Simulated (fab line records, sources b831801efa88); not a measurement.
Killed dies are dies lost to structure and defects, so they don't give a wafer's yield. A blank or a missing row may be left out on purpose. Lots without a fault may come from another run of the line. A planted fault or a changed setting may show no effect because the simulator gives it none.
One fault seen from 2 desks | flow sfq_line | each desk has only its own numbers; what lay behind them comes last

THE METROLOGY DESK
What the gauges read, lot by lot, whatever tool the lot ran on: means of the sampled wafers that have a number. A lot is out of limits, marked OUT, if its mean lies more than 4 standard deviations from the usual mean; the brackets give that distance.
Columns: A = I2_BOW at SFQ_I2_BOW_MEAS_917, usual 2 um
lot  | first seen here | A
L887 | day 20 14:31    | 5
L888 | day 20 20:31    | 4
L889 | day 21 11:41    | 8
L893 | day 23 05:59    | 1
L897 | day 25 07:55    | 2
L898 | day 25 10:55    | 3
L899 | day 25 16:54    | 17
L902 | day 26 16:56    | -10
L903 | day 27 01:02    | 2
L904 | day 27 13:54    | 6
L905 | day 27 19:55    | 4
L906 | day 28 07:56    | 4
L907 | day 28 16:55    | -4
L909 | day 34 18:55    | -3
This desk's finding: nothing out of limits on any of the 14 lots.

THE TOOL OWNER'S DESK: krf_scanner-01
The tool's own readings at SFQ_TRILAYER_I1_VIA_LITHO_EXPOSE_050 (exposes mask I1, target cd 500 nm): means of the sampled wafers that have a number, for each lot that ran on this tool. A lot is out of limits, marked OUT, if its mean lies more than 4 standard deviations from the usual mean; the brackets give that distance.
Columns: A = exposure_dose_mJ_cm2 at SFQ_TRILAYER_I1_VIA_LITHO_EXPOSE_050, usual 21.299; B = focus_offset_nm at SFQ_TRILAYER_I1_VIA_LITHO_EXPOSE_050, usual -0.1 nm
lot  | first seen here | A      | B
L887 | day 18 23:43    | 21.290 | -0.3
L888 | day 19 09:25    | 21.310 | 0.3
L889 | day 19 16:13    | 21.287 | -0.5
L893 | day 22 00:31    | 21.318 | -0.1
L897 | day 24 04:55    | 21.288 | -0.3
L902 | day 25 18:44    | 21.297 | -1.0
L903 | day 25 23:32    | 21.304 | -0.3
L904 | day 26 09:56    | 21.298 | 0.5
L905 | day 26 21:16    | 21.303 | -0.1
L906 | day 27 04:22    | 21.267 | -0.1
L907 | day 27 15:06    | 21.278 | 0.1
L909 | day 34 04:37    | 21.288 | 0.3
This desk's finding: nothing out of limits on any of the 12 lots.

PUT TOGETHER
The metrology desk saw nothing out of limits.
The tool owner's desk saw nothing out of limits.

WHAT THE SIMULATOR HAD PUT IN
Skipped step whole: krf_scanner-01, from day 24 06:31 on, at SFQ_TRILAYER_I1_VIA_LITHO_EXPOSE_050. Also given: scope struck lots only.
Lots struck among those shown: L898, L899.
